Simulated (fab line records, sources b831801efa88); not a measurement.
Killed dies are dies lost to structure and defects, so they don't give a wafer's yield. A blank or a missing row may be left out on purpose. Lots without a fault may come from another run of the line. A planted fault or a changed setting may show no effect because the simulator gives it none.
Which tool did it? | flow gf180mcu | 6 lots, 18 wafers sampled, at 3 steps of a route of 602

WHAT THE GAUGES READ, wafer by wafer
GF_HV_LDD_RS_MEAS_53: measures by four-point-probe.
lot  | measured     | on            | HV_LDD_RS (ohm/sq)
L534 | day 12 22:08 | film_metro-02 | 417.7 418.9 418.3
L536 | day 14 00:52 | film_metro-01 | 417.3 417.4 417.5
L538 | day 14 13:02 | film_metro-04 | 417.9 417.5 417.1
L541 | day 15 17:29 | film_metro-01 | 415.9 416.7 416.3
L543 | day 16 10:52 | film_metro-02 | 424.2 423.2 423.8 424.7 423.9 423.5
L549 | day 18 06:05 | film_metro-01 | 418.6 420.0 417.6

WHICH TOOL RAN EACH LOT (tool, then ch and the chambers of the sampled wafers, then the start)
lot  | GF_POLY_GATE_ETCH_13            | GF_HV_LDD_IMPLANT_33
L534 | rie_si-02 ch 0,2,3, day 9 17:33 | implanter-02 ch 0, day 12 02:53
L536 | rie_si-01 ch 1,2, day 10 16:41  | implanter-04 ch 0, day 13 03:46
L538 | rie_si-01 ch 2,3, day 11 02:59  | implanter-04 ch 0, day 13 14:52
L541 | rie_si-02 ch 1,2, day 12 01:44  | implanter-01 ch 0, day 14 18:56
L543 | rie_si-01 ch 2,3, day 12 14:26  | implanter-04 ch 0, day 15 11:17
L549 | rie_si-01 ch 2,3, day 14 09:47  | implanter-02 ch 0, day 17 06:08
- GF_POLY_GATE_ETCH_13: etches poly-Si in HBr/Cl2, stops on SiO2, target depth 198.5 nm, time 69.6 s.
- GF_HV_LDD_IMPLANT_33

THE ANSWER, worked out from the rows above alone
Rule: what is usual is taken from the lots themselves. Put in order of their means at a reading, lots are off if they are a third of the lots or fewer, leave a main group of 4 or more, and stand apart from it by a gap of 3 or more times the standard deviation of the main group's means; of several such gaps the widest counts. A main group whose means are all the same, to the digits that the tables above print for the reading, isn't used. A lot without any number at a reading at which 4 lots or more have one is off too. The other lots that the step has rows for count as sound.
Off: L543, at GF_HV_LDD_RS_MEAS_53 (HV_LDD_RS). The main group: mean 417.6 ohm/sq, standard deviation 0.84.
A tool fits if, at a process step before that reading, it ran every lot that is off, and no sound lot after the first of them. The gauges at GF_HV_LDD_RS_MEAS_53 are tried like those tools. Can't be told from this: 2 tools fit, implanter-04 at GF_HV_LDD_IMPLANT_33, film_metro-02 at GF_HV_LDD_RS_MEAS_53.

WHAT THE SIMULATOR HAD PUT IN
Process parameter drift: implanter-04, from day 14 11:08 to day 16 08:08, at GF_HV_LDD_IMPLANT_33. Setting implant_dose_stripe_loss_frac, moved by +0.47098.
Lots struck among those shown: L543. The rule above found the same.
